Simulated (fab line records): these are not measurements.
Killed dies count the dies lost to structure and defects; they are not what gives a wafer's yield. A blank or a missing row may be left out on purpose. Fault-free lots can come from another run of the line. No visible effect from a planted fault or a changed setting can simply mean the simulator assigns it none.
fab line records | flow sky130
record lots=13 | wafers=39 | last-day=50
route steps=708 shown POLY_GATE@229 METAL5@667 PASSIVATION@693 PAD_OPEN@707
lots untouched by any fault: they come from a run of this same line in which no faults occurred
start-h: hours from the record's first day to the start of the lot's first wafer shown | wait-h: hours since the lot's step before | " repeats the value in the row above | L1.1+2: a row that stands for several wafers | - no value, or no start given | * or withheld: withheld | < > ~ a bound
route shown NAME@n: NAME is a module with steps in the file, n the number in the route of the first one | usual: mean/standard deviation of fault-free wafers | same: alike in all rows | chamber/n: place in a boat | sites: per-site readings | _std_site: their standard deviation | _edge_site: inner sites' mean taken away from outer sites' mean | radius-mm: for every site, how far away it sits from the centre of the wafer | mask NAME#n: copy n | behind: the tool/chamber that last shaped the wafer | hold: why the lot went on hold/how many hours it stayed there/how the hold came to an end | device: the n, p or np transistor that did not switch | end of line: tests of these same wafers at the route's end | where a step has no rows: the recipe by itself | killed: dies that structure and defects cost at the first sort, which is not the same as the wafer's yield | map: shows each die of a wafer: x if killed, . if not, _ if none is there
set.NAME: setting as actually run; set.NAME@STEP: the setting as run at that earlier step | model.NAME: the simulator's own value behind a step, which no gauge read
the route's steps for a sample of lots (tables are steps, rows are wafers)
services: the hour from which a tool's chamber was out of use, counted from the record's first day as start-h (under 0 if before that day), plus the number of hours and why
## steps
# step SKY_POLY_GATE_ETCH_15
# recipe chemistry=N2/H2 | target=BARC | ion-energy-ev=200 | source-w=500 | bias-w=100 | pressure-mtorr=30 | n2-flow-sccm=100 | h2-flow-sccm=200 | stop-on=SiO2 | time-s=118.5 | target-depth-a=1100
# usual drypump-motor-current-A=5.6/0.42 | oes-product-au=0.716/0.0049 | throttle-valve-pct=13.213/0.0094
lot.wafer | tool        | chamber | start-h | wait-h | drypump-motor-current-A | oes-product-au | rf-hours-counter-h | throttle-valve-pct
L571.1    | rie-diel-02 | 1       | 371.04  | 0.0    | 5.9                     | 0.718          | 73                 | 13.209
L571.4    | "           | 2       | "       | "      | 5.6                     | 0.720          | 10                 | 13.201
L571.5    | "           | 0       | "       | "      | 5.4                     | 0.719          | -                  | 13.219
L572.3    | rie-diel-02 | 3       | 390.16  | 0.0    | 5.2                     | 0.722          | 101                | 13.222
L572.4    | "           | 1       | "       | "      | 5.9                     | 0.711          | 73                 | 13.215
L572.6    | "           | 0       | "       | "      | 5.4                     | 0.720          | -                  | 13.227
L573.1    | rie-diel-01 | 1       | 390.42  | 0.0    | 5.3                     | 0.712          | 15                 | 13.221
L573.2    | "           | 2       | "       | "      | 5.7                     | 0.722          | 61                 | 13.205
L573.4    | "           | 3       | "       | "      | 5.8                     | 0.716          | 43                 | 13.192
L574.2    | rie-diel-02 | 2       | 400.29  | 0.0    | 5.5                     | 0.716          | 10                 | 13.224
L574.3    | "           | 0       | "       | "      | 5.3                     | 0.717          | 5                  | 13.206
L574.4    | "           | 3       | "       | "      | 5.2                     | 0.711          | 102                | 13.218
L576.2    | rie-diel-01 | 2       | 424.66  | 0.0    | 5.7                     | 0.720          | 61                 | 13.212
L576.3    | "           | 1       | "       | "      | 5.3                     | 0.714          | 16                 | 13.201
L576.4    | "           | 3       | "       | "      | 5.8                     | 0.707          | 44                 | 13.212
L577.1    | rie-diel-03 | 1       | 433.67  | 0.0    | 4.7                     | 0.724          | 40                 | 13.212
L577.2    | "           | 2       | "       | "      | 6.0                     | 0.717          | 14                 | 13.221
L577.4    | "           | 0       | "       | "      | 5.1                     | 0.721          | 76                 | 13.217
L578.1    | rie-diel-01 | 0       | 442.09  | 0.0    | 6.5                     | 0.721          | 0                  | 13.232
L578.3    | "           | 1       | "       | "      | 5.3                     | 0.712          | 16                 | 13.211
L578.6    | "           | 1       | "       | "      | 5.3                     | 0.716          | -                  | 13.215
L581.2    | rie-diel-01 | 0       | 471.77  | 0.0    | 6.6                     | 0.721          | 1                  | 13.198
L581.4    | "           | 1       | "       | "      | 5.3                     | 0.716          | 16                 | 13.220
L581.5    | "           | 1       | "       | "      | 5.3                     | 0.714          | -                  | 13.209
L582.2    | rie-diel-02 | 1       | 482.44  | 0.0    | 6.0                     | 0.723          | 75                 | 13.221
L582.4    | "           | 1       | "       | "      | 5.9                     | 0.712          | -                  | 13.209
L582.5    | "           | 2       | "       | "      | 5.6                     | 0.710          | -                  | 13.199
L584.1    | rie-diel-02 | 0       | 497.81  | 0.0    | 5.4                     | 0.722          | 7                  | 13.212
L584.4    | "           | 3       | "       | "      | 5.2                     | 0.710          | 1                  | 13.205
L584.5    | "           | 1       | "       | "      | 5.9                     | 0.734          | -                  | 13.220
L589.2    | rie-diel-03 | 2       | 539.47  | 0.0    | 6.0                     | 0.714          | 16                 | 13.219
L589.3    | "           | 0       | "       | "      | 5.1                     | 0.706          | 78                 | 13.199
L589.5    | "           | 3       | "       | "      | 5.8                     | 0.721          | -                  | 13.224
L590.1    | rie-diel-03 | 2       | 545.84  | 0.0    | 5.9                     | 0.714          | 16                 | 13.194
L590.3    | "           | 0       | "       | "      | 5.1                     | 0.715          | 78                 | 13.219
L590.6    | "           | 2       | "       | "      | 5.9                     | 0.713          | -                  | 13.207
L592.3    | rie-diel-01 | 0       | 566.11  | 0.0    | 6.6                     | 0.721          | 2                  | 13.215
L592.5    | "           | 2       | "       | "      | 5.7                     | 0.719          | -                  | 13.222
L592.6    | "           | 3       | "       | "      | 5.8                     | 0.717          | -                  | 13.205
# step SKY_METAL5_THK_MEAS_06
# recipe thk-meas-gauge=xrf | reads=AlCu_of_METAL5_SPUTTER_02
# usual METAL5_ALCU_THK=1164/13
lot.wafer | tool          | chamber | start-h | wait-h | METAL5_ALCU_THK[nm]
L571.1    | film-metro-01 | -       | 1007.66 | 0.1    | 1150
L571.4    | "             | -       | "       | "      | 1156
L571.5    | "             | -       | "       | "      | 1164
L572.3    | film-metro-01 | -       | 1023.31 | 0.1    | 1149
L572.4    | "             | -       | "       | "      | 1166
L572.6    | "             | -       | "       | "      | 1164
L573.1    | film-metro-03 | -       | 1024.82 | 0.1    | 1142
L573.2    | "             | -       | "       | "      | 1143
L573.4    | "             | -       | "       | "      | 1129
L574.2    | film-metro-03 | -       | 1031.29 | 0.1    | 1149
L574.3    | "             | -       | "       | "      | 1157
L574.4    | "             | -       | "       | "      | 1157
L576.2    | film-metro-01 | -       | 1051.36 | 0.1    | 1152
L576.3    | "             | -       | "       | "      | 1152
L576.4    | "             | -       | "       | "      | 1149
L577.1    | film-metro-04 | -       | 1057.95 | 0.1    | 1176
L577.2    | "             | -       | "       | "      | 1179
L577.4    | "             | -       | "       | "      | 1186
L578.1    | film-metro-01 | -       | 1061.68 | 0.1    | 1167
L578.3    | "             | -       | "       | "      | 1160
L578.6    | "             | -       | "       | "      | 1154
L581.2    | film-metro-04 | -       | 1080.40 | 0.1    | 1161
L581.4    | "             | -       | "       | "      | 1171
L581.5    | "             | -       | "       | "      | 1179
L582.2    | film-metro-04 | -       | 1088.02 | 0.1    | 1148
L582.4    | "             | -       | "       | "      | 1155
L582.5    | "             | -       | "       | "      | 1151
L584.1    | film-metro-04 | -       | 1098.40 | 0.1    | 1182
L584.4    | "             | -       | "       | "      | 1172
L584.5    | "             | -       | "       | "      | 1160
L589.2    | film-metro-04 | -       | 1126.68 | 0.1    | 1171
L589.3    | "             | -       | "       | "      | 1158
L589.5    | "             | -       | "       | "      | 1178
L590.1    | film-metro-01 | -       | 1130.57 | 0.1    | 1153
L590.3    | "             | -       | "       | "      | 1167
L590.6    | "             | -       | "       | "      | 1153
L592.3    | film-metro-03 | -       | 1143.54 | 0.1    | 1161
L592.5    | "             | -       | "       | "      | 1162
L592.6    | "             | -       | "       | "      | 1175
# step SKY_PASSIVATION_STRIP_12
# recipe chemistry=O2/N2 | power-w=1400 | pressure-mtorr=1500 | platen-temp-c=withheld | overash-fraction=0.7 | o2-flow-sccm=3000 | n2-flow-sccm=300
# usual drypump-motor-current-A=5.5/0.49 | oes-product-au=0.660/0.005 | strip-time-to-endpoint-s=31.53/0.12
lot.wafer | tool            | chamber | start-h | wait-h | drypump-motor-current-A | oes-product-au | rf-hours-counter-h | strip-time-to-endpoint-s
L571.1    | plasma-asher-04 | 1       | 1053.57 | 0.1    | 5.0                     | 0.659          | 33                 | 31.33
L571.4    | "               | 1       | "       | "      | 5.0                     | 0.667          | -                  | 31.45
L571.5    | "               | 0       | "       | "      | 5.6                     | 0.671          | -                  | 31.33
L572.3    | plasma-asher-02 | 1       | 1067.83 | 0.1    | 4.8                     | 0.662          | -                  | 31.55
L572.4    | "               | 0       | "       | "      | 6.0                     | 0.665          | -                  | 31.76
L572.6    | "               | 0       | "       | "      | 6.0                     | 0.661          | -                  | 31.53
L573.1    | plasma-asher-04 | 1       | 1069.99 | 0.1    | 5.0                     | 0.655          | 35                 | 31.63
L573.2    | "               | 0       | "       | "      | 5.6                     | 0.652          | 35                 | 31.59
L573.4    | "               | 1       | "       | "      | 5.0                     | 0.655          | -                  | 31.53
L574.2    | plasma-asher-04 | 0       | 1075.62 | 0.1    | 5.6                     | 0.667          | 36                 | 31.57
L574.3    | "               | 0       | "       | "      | 5.6                     | 0.656          | -                  | 31.48
L574.4    | "               | 1       | "       | "      | 5.0                     | 0.661          | -                  | 31.57
L576.2    | plasma-asher-04 | 0       | 1094.62 | 0.1    | 5.6                     | 0.665          | 38                 | 31.35
L576.3    | "               | 0       | "       | "      | 5.6                     | 0.660          | -                  | 31.45
L576.4    | "               | 1       | "       | "      | 5.0                     | 0.655          | -                  | 31.38
L577.1    | plasma-asher-03 | 1       | 1099.69 | 0.1    | 5.3                     | 0.654          | 91                 | 31.57
L577.2    | "               | 0       | "       | "      | 6.1                     | 0.657          | 91                 | 31.54
L577.4    | "               | 1       | "       | "      | 5.4                     | 0.657          | -                  | 31.55
L578.1    | plasma-asher-02 | 1       | 1104.69 | 0.1    | 4.8                     | 0.657          | 4                  | 31.51
L578.3    | "               | 1       | "       | "      | 4.8                     | 0.661          | -                  | 31.61
L578.6    | "               | 1       | "       | "      | 4.8                     | 0.659          | -                  | 31.57
L581.2    | plasma-asher-03 | 1       | 1120.92 | 0.1    | 5.4                     | 0.651          | 93                 | 31.57
L581.4    | "               | 0       | "       | "      | 6.1                     | 0.663          | -                  | 31.54
L581.5    | "               | 0       | "       | "      | 6.1                     | 0.660          | -                  | 31.59
L582.2    | plasma-asher-02 | 1       | 1128.47 | 0.1    | 4.8                     | 0.656          | 6                  | 31.51
L582.4    | "               | 1       | "       | "      | 4.8                     | 0.660          | -                  | 31.58
L582.5    | "               | 1       | "       | "      | 4.8                     | 0.652          | -                  | 31.66
L584.1    | plasma-asher-02 | 1       | 1138.67 | 0.1    | 4.7                     | 0.654          | 7                  | 31.46
L584.4    | "               | 1       | "       | "      | 4.7                     | 0.672          | -                  | 31.62
L584.5    | "               | 1       | "       | "      | 4.7                     | 0.655          | -                  | 31.41
L589.2    | plasma-asher-02 | 0       | 1164.62 | 0.1    | 6.1                     | 0.662          | 10                 | 31.48
L589.3    | "               | 1       | "       | "      | 4.8                     | 0.658          | -                  | 31.62
L589.5    | "               | 0       | "       | "      | 6.1                     | 0.654          | -                  | 31.61
L590.1    | plasma-asher-02 | 1       | 1167.20 | 0.1    | 4.8                     | 0.661          | 10                 | 31.59
L590.3    | "               | 0       | "       | "      | 6.0                     | 0.666          | -                  | 31.51
L590.6    | "               | 0       | "       | "      | 6.0                     | 0.665          | -                  | 31.55
L592.3    | plasma-asher-03 | 1       | 1178.90 | 0.1    | 5.4                     | 0.660          | -                  | 31.52
L592.5    | "               | 0       | "       | "      | 6.1                     | 0.657          | -                  | 31.38
L592.6    | "               | 1       | "       | "      | 5.4                     | 0.664          | -                  | 31.49
# step SKY_PAD_OPEN_BOW_MEAS_13
# recipe mode=bow
# usual PAD_OPEN_BOW=48/8.2
lot.wafer | tool          | chamber | start-h | wait-h | PAD_OPEN_BOW[um]
L571.1    | film-metro-02 | -       | 1076.71 | -      | 56
L571.4    | "             | -       | "       | "      | 49
L571.5    | "             | -       | "       | "      | 66
L572.3    | film-metro-03 | -       | 1090.78 | -      | 43
L572.4    | "             | -       | "       | "      | 49
L572.6    | "             | -       | "       | "      | 54
L573.1    | film-metro-03 | -       | 1092.90 | -      | 44
L573.2    | "             | -       | "       | "      | 55
L573.4    | "             | -       | "       | "      | 34
L574.2    | film-metro-03 | -       | 1098.32 | -      | 48
L574.3    | "             | -       | "       | "      | 50
L574.4    | "             | -       | "       | "      | 48
L576.2    | film-metro-01 | -       | 1117.13 | -      | 47
L576.3    | "             | -       | "       | "      | 44
L576.4    | "             | -       | "       | "      | 38
L577.1    | film-metro-02 | -       | 1121.71 | -      | 40
L577.2    | "             | -       | "       | "      | 36
L577.4    | "             | -       | "       | "      | 52
L578.1    | film-metro-01 | -       | 1126.26 | -      | 48
L578.3    | "             | -       | "       | "      | 47
L578.6    | "             | -       | "       | "      | 45
L581.2    | film-metro-02 | -       | 1142.01 | -      | 50
L581.4    | "             | -       | "       | "      | 53
L581.5    | "             | -       | "       | "      | 50
L582.2    | film-metro-01 | -       | 1149.24 | -      | 66
L582.4    | "             | -       | "       | "      | 55
L582.5    | "             | -       | "       | "      | 62
L584.1    | film-metro-03 | -       | 1159.33 | -      | 49
L584.4    | "             | -       | "       | "      | 44
L584.5    | "             | -       | "       | "      | 57
L589.2    | film-metro-01 | -       | 1183.08 | -      | 62
L589.3    | "             | -       | "       | "      | 59
L589.5    | "             | -       | "       | "      | 52
L590.1    | film-metro-01 | -       | 1185.69 | -      | 34
L590.3    | "             | -       | "       | "      | 52
L590.6    | "             | -       | "       | "      | 39
L592.3    | film-metro-01 | -       | 1197.39 | -      | 48
L592.5    | "             | -       | "       | "      | 42
L592.6    | "             | -       | "       | "      | 47
# step SKY_PAD_OPEN_PROBE_99
# usual killed_at_M0_to_M3=42/7.7 | killed_at_M4_up=3.1/1.9 | killed-at-contacts=24/4.9 | killed-at-front-end=15/4.6 | killed-at-other=0.3/0.51 | killed-dies=85/9.9 | killed-open=47/7.1 | killed-short=38/6.7
# same gross-dies=492 | killed-at-back-side=0
lot.wafer | tool      | chamber | start-h | wait-h | killed_at_M0_to_M3 | killed_at_M4_up | killed-at-contacts | killed-at-front-end | killed-at-other | killed-dies | killed-open | killed-short
L581.2    | prober-02 | -       | 1142.16 | 0.1    | 50                 | 7               | 23                 | 56                  | 0               | 136         | 45          | 44
L581.4    | prober-02 | -       | 1142.26 | 0.2    | 45                 | 1               | 35                 | 17                  | 1               | 99          | 60          | 38
L581.5    | prober-02 | -       | 1142.31 | 0.2    | 50                 | 1               | 24                 | 15                  | 0               | 90          | 50          | 40
# killed by level:class
L581.2 POLY_GATE:unspecified=47 METAL1:geometric-particle:short=8 CONTACT:geometric-particle:open=8 VIA1:geometric-particle:open=8 VIA3:geometric-particle:open=7 LI_CONTACT:geometric-particle:open=6 METAL2:geometric-particle:short=6 VIA2:geometric-particle:short=5
L581.4 CONTACT:geometric-particle:open=16 LI_CONTACT:geometric-particle:open=9 METAL1:geometric-particle:short=9 VIA1:geometric-particle:open=9 VIA2:geometric-particle:open=9 CONTACT:geometric-particle:short=7 VIA3:geometric-particle:open=6 METAL2:geometric-particle:short=5
L581.5 VIA1:geometric-particle:open=12 CONTACT:geometric-particle:open=8 VIA2:geometric-particle:open=7 CONTACT:geometric-particle:short=6 VIA1:geometric-particle:short=6 VIA3:geometric-particle:open=6 LI_CONTACT:geometric-particle:open=5 METAL1:geometric-particle:short=5
## services
tool            | chamber | start-h | hours | kind
rie-diel-02     | 3       | 358.24  | 2.3   | repair
rie-diel-01     | 0       | 381.51  | 2.4   | repair
plasma-asher-02 | -       | 425.83  | 0.4   | repair
rie-diel-02     | 3       | 475.83  | 7.1   | repair
rie-diel-01     | 0       | 477.71  | 14.4  | repair
rie-diel-02     | -       | 479.04  | 1.0   | repair
rie-diel-01     | 1       | 487.09  | 4.7   | repair
rie-diel-01     | 3       | 489.88  | 6.5   | repair
rie-diel-01     | 3       | 504.05  | 7.6   | repair
rie-diel-01     | -       | 592.56  | 0.7   | repair
rie-diel-02     | 2       | 610.58  | 3.0   | repair
rie-diel-02     | -       | 647.21  | 0.9   | repair
rie-diel-01     | 2       | 707.07  | 6.9   | repair
rie-diel-02     | 0       | 725.53  | 1.5   | repair
rie-diel-02     | 2       | 733.54  | 1.7   | repair
rie-diel-01     | 1       | 745.26  | 1.8   | repair
rie-diel-02     | 0       | 771.68  | 15.2  | repair
rie-diel-01     | -       | 804.79  | 2.7   | pm
rie-diel-01     | 0       | 834.03  | 5.8   | repair
rie-diel-02     | -       | 872.78  | 1.1   | repair
rie-diel-02     | 1       | 924.26  | 7.6   | repair
rie-diel-02     | 3       | 925.04  | 5.1   | repair
plasma-asher-02 | -       | 1055.25 | 9.0   | pm
plasma-asher-02 | -       | 1158.26 | 3.0   | repair
## key
first-sign step=SKY_PAD_OPEN_PROBE_99 | reading=killed-at-front-end | direction=up | sigmas=8.8 | usual=15 | struck=56
effect step=SKY_PAD_OPEN_PROBE_99 | reading=killed-dies | direction=up | sigmas=5.1 | usual=85 | struck=136
met-at SKY_POLY_GATE_ETCH_15
struck-lots L581
struck-wafers L581.2
tester-left-out L581
not-acting-at SKY_METAL5_THK_MEAS_06,SKY_PASSIVATION_STRIP_12,SKY_PAD_OPEN_BOW_MEAS_13
onset-between 442.09 471.77
fault kind=chamber-particle-source | tool=rie-diel-01 | chamber=0 | onset-h=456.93 | steps=SKY_POLY_GATE_ETCH_15 | rate-per-visit-cm2=0.82606 | end-h=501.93
# tester-left-out: of these lots the tester's yield and bins aren't shown, on N5 and GAA mostly nor the transistor test; their killed dies are dies lost to structure and defects alone, not to doping, threshold or leakage, so they don't give the yield
